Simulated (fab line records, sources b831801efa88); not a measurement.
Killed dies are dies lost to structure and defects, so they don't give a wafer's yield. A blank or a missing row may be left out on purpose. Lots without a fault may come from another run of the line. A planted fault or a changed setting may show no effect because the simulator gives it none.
Chamber matching | flow sky130 | SKY_CONTACT_CMP_27 on cmp-02: 4 sister chambers
The step polishes, stops on SiO2, t overpolish 15 s, target thk 0 nm. 14 wafers are shown with their chamber, then 7 later ones without.

WAFERS WITH THEIR CHAMBER
wafer  | chamber | motor_current_A (A) | time_to_endpoint_s (s) | overpolish_run_s (s)
L375.1 | 2       | 10.9                | 83                     | 14.999
L375.2 | 0       | 10.1                | 81                     | 15.012
L375.3 | 3       | 9.7                 | 87                     | 15.008
L376.1 | 3       | 9.7                 | 84                     | 14.996
L376.2 | 0       | 9.9                 | 80                     | 14.998
L376.6 | 2       | 10.8                | 77                     | 14.997
L385.3 | 0       | 10.0                | 85                     | 15.016
L385.4 | 3       | 9.4                 | 87                     | 15.010
L385.6 | 0       | 9.4                 | 83                     | 14.995
L389.1 | 0       | 10.4                | 80                     | 14.989
L389.4 | 1       | 11.3                | 81                     | 14.999
L389.5 | 1       | 11.0                | 85                     | 15.001
L388.1 | 3       | 9.7                 | 81                     | 14.992
L388.4 | 0       | 9.8                 | 79                     | 15.009

SIGNATURES (means of the wafers above)
reading            | chamber 0 | chamber 1 | chamber 2 | chamber 3 | scatter within a chamber
motor_current_A    | 9.933     | 11.150    | 10.850    | 9.625     | 0.259
time_to_endpoint_s | 81.33     | 83.00     | 80.00     | 84.75     | 2.76
overpolish_run_s   | 15.00317  | 15.00000  | 14.99800  | 15.00150  | 0.009
Rule: a wafer's distance from a chamber is the root of the sum, over the readings, of the square of ((its reading less the chamber's mean) divided by the reading's scatter). The wafer belongs to the nearest chamber; if the next one is less than 2 further off, it can't be placed. The scatter: the root of (the sum of the squares of (reading less its chamber's mean) over the shown wafers, divided by (wafers less chambers)).

WAFERS WITHOUT THEIR CHAMBER
wafer  | motor_current_A (A) | time_to_endpoint_s (s) | overpolish_run_s (s)
L388.5 | 10.9                | 78                     | 15.001
L394.3 | 10.2                | 78                     | 14.998
L394.5 | 10.0                | 80                     | 15.009
L394.6 | 11.2                | 82                     | 14.993
L396.1 | 11.1                | 83                     | 14.998
L396.2 | 9.8                 | 83                     | 14.989
L396.3 | 11.2                | 81                     | 15.010

WHICH CHAMBER EACH WENT THROUGH
wafer  | from the rows above          | in truth
L388.5 | can't be placed: 2 or 1      | 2
L394.3 | can't be placed: 0 or 2 or 3 | 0
L394.5 | can't be placed: 0 or 3      | 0
L394.6 | can't be placed: 1 or 2      | 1
L396.1 | can't be placed: 1 or 2      | 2
L396.2 | can't be placed: 3 or 0      | 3
L396.3 | can't be placed: 1 or 2      | 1
Placed correctly: 0 of 7. Can't be placed from these rows: 7 (the true chamber is among the candidates in 7). Placed wrongly: 0.
